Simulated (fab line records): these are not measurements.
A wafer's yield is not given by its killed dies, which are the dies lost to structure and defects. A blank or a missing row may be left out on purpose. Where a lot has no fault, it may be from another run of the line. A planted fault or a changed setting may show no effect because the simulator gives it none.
Matching of chambers | flow sky130 | SKY_CAPM_CVD_00 on pecvd-02 has 3 sister chambers
The step deposits SiO2, target thk 15.5 nm. 3 wafers are shown with their chamber, then 8 later ones without.

EACH WAFER AND ITS CHAMBER
wafer  | chamber | heaterPowerW (W)
L085.3 | 1       | 734
L086.4 | 2       | 647
L091.2 | 0       | 531

WAFERS WHOSE CHAMBER IS MISSING
wafer  | heaterPowerW (W)
L091.5 | 548
L091.6 | 667
L092.2 | 534
L092.3 | 620
L092.4 | 530
L094.1 | 661
L094.4 | 669
L094.5 | 550

WHICH CHAMBER EACH ONE RAN IN
wafer  | from the rows above | in truth
L091.5 | 0                   | 0
L091.6 | 2                   | 2
L092.2 | 0                   | 0
L092.3 | 2                   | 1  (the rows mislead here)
L092.4 | 0                   | 0
L094.1 | 2                   | 2
L094.4 | 2                   | 2
L094.5 | 0                   | 0
7 of 8 placed correctly. From these rows, 0 cannot be placed. 1 placed wrongly.
How it was worked out, from the rows above alone: a wafer's distance from a chamber is the root of the sum, over the readings, of the square of ((its reading less the chamber's mean) divided by the reading's scatter). The wafer belongs to the nearest chamber; if the next one is less than 2 further off, it can't be placed. For every chamber, the mean is computed from those of its wafers that are shown. The scatter: root of mean squared gap, hidden wafer to nearest shown wafer, with one shown wafer a chamber.
